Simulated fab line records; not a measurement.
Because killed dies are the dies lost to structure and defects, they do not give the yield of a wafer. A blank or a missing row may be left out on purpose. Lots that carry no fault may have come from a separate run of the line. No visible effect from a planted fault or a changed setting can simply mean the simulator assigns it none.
Which of the tools did it? ; flow sky130 ; 24 lots, 72 wafers sampled, at 5 steps of a route of 708

== WHAT EACH GAUGE READ, for each wafer ==
SKY_CONTACT_THK_MEAS_01. Usual: for CONTACT_CVD_00_THK the level is 75.2 nm and the standard deviation is 1.2.
lot;measured;on;CONTACT_CVD_00_THK (nm);flag
L074;day 30 12:11;filmMetro-04;72.9 74.9 75.0;
L075;day 30 22:02;filmMetro-02;74.8 75.8 75.3;
L076;day 31 02:35;filmMetro-01;75.0 76.0 76.3;
L077;day 31 12:32;filmMetro-04;74.1 75.6 76.2;
L078;day 31 14:51;filmMetro-04;74.3 76.0 75.9;
L079;day 31 22:11;filmMetro-02;75.7 74.9 74.4;
L080;day 32 07:21;filmMetro-01;76.0 77.6 77.3;
L081;day 32 14:14;filmMetro-01;73.0 72.8 75.0;
L082;day 32 19:33;filmMetro-01;76.4 75.3 76.4;
L083;day 33 06:53;filmMetro-01;75.1 75.4 75.4;
L084;day 33 17:04;filmMetro-01;74.7 73.6 75.6;
L085;day 33 23:05;filmMetro-01;75.4 77.2 77.0;
L086;day 34 12:37;filmMetro-01;73.4 73.9 74.9;
L087;day 34 18:40;filmMetro-04;75.6 74.7 77.6;
L088;day 35 00:04;filmMetro-01;73.8 74.1 75.7;
L091;day 35 17:19;filmMetro-02;73.4 76.2 76.3;
L090;day 35 17:23;filmMetro-01;74.8 73.8 75.2;
L089;day 35 19:07;filmMetro-02;76.1 75.6 76.5;
L092;day 37 00:32;filmMetro-02;73.1 74.9 74.6;
L093;day 37 00:55;filmMetro-04;76.1 76.8 77.4;
L094;day 37 01:42;filmMetro-04;72.1 76.2 76.9;
L095;day 37 02:05;filmMetro-01;75.0 76.1 74.8;
L096;day 37 02:57;filmMetro-02;75.6 75.5 76.6;
L097;day 37 11:31;filmMetro-04;75.8 76.6 72.9;

SKY_METAL1_CD_MEAS_15: the cd target is 140 nm. Usual: 139.1 nm for cdNm, sd 1.6.
lot;measured;on;cdNm (nm);flag
L074;day 32 22:03;cdSem-01;140.3 140.5 139.9;
L075;day 33 06:05;cdSem-01;140.9 141.5 140.6;
L076;day 33 11:11;cdSem-02;135.0 134.5 137.6;
L077;day 33 20:05;cdSem-02;140.4 139.4 138.6;
L078;day 33 22:32;cdSem-02;140.4 140.0 138.6;
L079;day 34 05:10;cdSem-02;139.0 139.8 139.3;
L080;day 34 14:04;cdSem-01;137.7 136.2 138.8;
L081;day 34 20:19;cdSem-02;141.1 140.1 140.2;
L082;day 35 03:19;cdSem-02;140.7 138.4 139.9;
L083;day 35 13:44;cdSem-01;141.5 140.9 140.8;
L084;day 35 23:16;cdSem-02;141.1 140.1 140.5;
L085;day 36 06:25;cdSem-02;136.6 137.6 135.9;
L086;day 36 19:37;cdSem-01;137.6 136.3 137.9;
L087;day 37 02:01;cdSem-01;139.4 140.0 138.3;
L088;day 37 06:38;cdSem-02;140.0 138.1 139.5;
L091;day 38 00:55;cdSem-02;141.3 141.2 139.1;
L090;day 38 01:17;cdSem-01;139.7 138.1 137.4;
L089;day 38 02:32;cdSem-02;139.0 139.9 138.2;
L092;day 39 06:17;cdSem-01;140.4 142.1 141.3;
L093;day 39 07:35;cdSem-01;139.0 139.3 140.2;
L094;day 39 08:34;cdSem-02;137.9 137.3 137.0;
L095;day 39 08:59;cdSem-02;139.8 141.9 140.5;
L096;day 39 09:29;cdSem-01;137.0 139.6 138.6;
L097;day 39 16:34;cdSem-02;138.0 138.5 137.8;

SKY_VIA1_CD_MEAS_12: the cd target is 150 nm. Usual: 150.1 nm for cdNm, sd 1.7.
lot;measured;on;cdNm (nm);flag
L074;day 34 01:51;cdSem-02;147.2 148.7 149.7;
L075;day 34 10:32;cdSem-02;150.4 151.9 151.1;
L076;day 34 15:18;cdSem-02;151.1 152.1 151.6;
L077;day 35 00:10;cdSem-02;151.2 149.9 152.4;
L078;day 35 01:56;cdSem-02;152.4 152.2 153.1;
L079;day 35 08:56;cdSem-02;151.9 148.2 149.7;
L080;day 35 18:51;cdSem-01;151.8 152.2 151.6;
L081;day 36 00:19;cdSem-02;151.3 150.8 150.8;
L082;day 36 07:55;cdSem-02;150.0 151.6 152.4;
L083;day 36 17:22;cdSem-01;152.9 155.1 151.3;
L084;day 37 03:01;cdSem-02;147.6 147.4 147.2;
L085;day 37 10:28;cdSem-02;148.4 148.3 147.4;
L086;day 37 22:32;cdSem-01;148.7 148.5 147.8;
L087;day 38 05:50;cdSem-01;147.3 149.3 148.6;
L088;day 38 09:53;cdSem-01;148.4 149.8 148.8;
L091;day 39 04:14;cdSem-02;150.9 150.1 149.5;
L090;day 39 04:28;cdSem-01;149.3 148.2 148.7;
L089;day 39 05:44;cdSem-02;150.1 149.8 150.1;
L092;day 40 08:22;cdSem-02;149.6 151.2 151.0;
L093;day 40 09:50;cdSem-01;148.4 147.8 149.7;
L094;day 40 10:48;cdSem-01;150.0 149.5 149.8;
L095;day 40 11:20;cdSem-01;147.8 146.6 147.1;
L096;day 40 12:44;cdSem-01;149.6 148.2 149.5;
L097;day 40 18:01;cdSem-02;151.5 152.3 152.1;

== WHICH TOOL RAN EACH LOT (tool, then ch and the chambers of the sampled wafers, then the start) ==
lot;SKY_LI_CONTACT_CVD_21;SKY_METAL1_DESCUM_17
L074;cvdW-02 ch 0,1, day 29 06:22;rieMetal-04 ch 0,1, day 32 22:11
L075;cvdW-01 ch 0,1, day 29 16:32;rieMetal-02 ch 0,1, day 33 06:14
L076;cvdW-02 ch 0,1, day 29 20:30;rieMetal-04 ch 0,1, day 33 11:19
L077;cvdW-01 ch 0,1, day 30 06:59;rieMetal-04 ch 0,1, day 33 20:14
L078;cvdW-02 ch 0,1, day 30 09:09;rieMetal-04 ch 0,1, day 33 22:41
L079;cvdW-01 ch 0,1, day 30 16:44;rieMetal-02 ch 0,1, day 34 05:18
L080;cvdW-02 ch 0,1, day 31 03:17;rieMetal-03 ch 0,1, day 34 14:11
L081;cvdW-01 ch 0,1, day 31 08:50;rieMetal-02 ch 1, day 34 20:28
L082;cvdW-02 ch 0,1, day 31 14:46;rieMetal-02 ch 1, day 35 03:28
L083;cvdW-02 ch 0,1, day 32 02:30;rieMetal-02 ch 0,1, day 35 13:53
L084;cvdW-02 ch 0,1, day 32 13:35;rieMetal-04 ch 0,1, day 35 23:25
L085;cvdW-01 ch 0,1, day 32 18:54;rieMetal-03 ch 1, day 36 06:34
L086;cvdW-02 ch 0,1, day 33 08:11;rieMetal-02 ch 0,1, day 36 19:46
L087;cvdW-01 ch 0,1, day 33 15:38;rieMetal-03 ch 0,1, day 37 02:10
L088;cvdW-01 ch 0,1, day 33 20:33;rieMetal-02 ch 0,1, day 37 06:46
L091;cvdW-02 ch 0,1, day 34 12:32;rieMetal-02 ch 0,1, day 38 01:04
L090;cvdW-01 ch 0,1, day 34 13:03;rieMetal-04 ch 0,1, day 38 01:26
L089;cvdW-02 ch 0, day 34 14:24;rieMetal-02 ch 0,1, day 38 02:40
L092;cvdW-02 ch 0,1, day 35 20:24;rieMetal-04 ch 0,1, day 39 06:26
L093;cvdW-02 ch 0,1, day 35 20:50;rieMetal-02 ch 0,1, day 39 07:44
L094;cvdW-02 ch 0,1, day 35 21:29;rieMetal-04 ch 0,1, day 39 08:42
L095;cvdW-02 ch 0,1, day 35 22:08;rieMetal-03 ch 0,1, day 39 09:06
L096;cvdW-02 ch 0,1, day 35 22:46;rieMetal-02 ch 0,1, day 39 09:38
L097;cvdW-02 ch 0,1, day 36 07:32;rieMetal-02 ch 0,1, day 39 16:42
- SKY_LI_CONTACT_CVD_21: deposits W, target thk 400 nm, time 120.56 s.
- SKY_METAL1_DESCUM_17: chemistry O2, time 8 s.

== AS READ BY THE TOOLS THEMSELVES (means over the sampled wafers that have a number; for cases with no such wafer, the mark the record gives instead) ==
SKY_LI_CONTACT_CVD_21. Usual: 815 W for heaterPowerW, sd 78.
lot;tool;heaterPowerW (W);flag
L074;cvdW-02;812;
L075;cvdW-01;783;
L076;cvdW-02;797;
L077;cvdW-01;792;
L078;cvdW-02;807;
L079;cvdW-01;868;
L080;cvdW-02;803;
L081;cvdW-01;870;
L082;cvdW-02;803;
L083;cvdW-02;813;
L084;cvdW-02;814;
L085;cvdW-01;855;
L086;cvdW-02;813;
L087;cvdW-01;876;
L088;cvdW-01;869;
L091;cvdW-02;819;
L090;cvdW-01;869;
L089;cvdW-02;790;
L092;cvdW-02;806;
L093;cvdW-02;803;
L094;cvdW-02;806;
L095;cvdW-02;814;
L096;cvdW-02;812;
L097;cvdW-02;811;

SKY_METAL1_DESCUM_17. Usual: chamberPressureMTorr 10.000 mTorr, standard deviation 0.0085; drypumpMotorCurrentA 5.8 A, standard deviation 0.38; oesProductAu 1.000 a.u., standard deviation 0.019.
lot;tool;chamberPressureMTorr (mTorr);drypumpMotorCurrentA (A);oesProductAu (a.u.);flag
L074;rieMetal-04;10.004;5.9;0.990;
L075;rieMetal-02;10.002;5.6;1.014;
L076;rieMetal-04;9.999;5.9;0.979;
L077;rieMetal-04;10.004;5.7;0.979;
L078;rieMetal-04;10.000;5.7;0.978;
L079;rieMetal-02;9.996;5.9;1.012;
L080;rieMetal-03;10.002;5.7;1.001;
L081;rieMetal-02;10.006;6.3;1.021;
L082;rieMetal-02;10.002;6.3;1.027;
L083;rieMetal-02;10.001;5.6;1.011;
L084;rieMetal-04;10.001;5.7;0.982;
L085;rieMetal-03;9.994;5.8;1.006;
L086;rieMetal-02;10.004;5.9;1.017;
L087;rieMetal-03;9.998;5.7;1.001;
L088;rieMetal-02;9.997;5.9;1.015;
L091;rieMetal-02;10.003;5.6;1.006;
L090;rieMetal-04;9.995;5.7;0.988;
L089;rieMetal-02;10.001;5.9;1.015;
L092;rieMetal-04;10.009;5.7;0.985;
L093;rieMetal-02;9.998;5.6;1.000;
L094;rieMetal-04;10.002;5.8;0.990;
L095;rieMetal-03;9.999;5.7;0.983;
L096;rieMetal-02;9.998;5.9;1.016;
L097;rieMetal-02;9.994;5.9;1.013;

== THE ANSWER, worked out from the rows above alone ==
Rule: lot off if the mean of its wafers having a number is beyond 3 standard deviations from the usual mean. Also off: a lot with no number at a reading for which 4 or more lots have one. Where the step has rows for the other lots, those lots are counted as sound. After the gauges, taken in route order, come the tools' own readings; for these a lot's mean is taken, as printed above. The first step at which some lot is off is used, and at that step the reading that is off furthest; a lot without a number counts as furthest.
No lot is off on any of the readings shown, so nothing can be concluded from this.

== WHAT THE SIMULATOR HAD PUT IN ==
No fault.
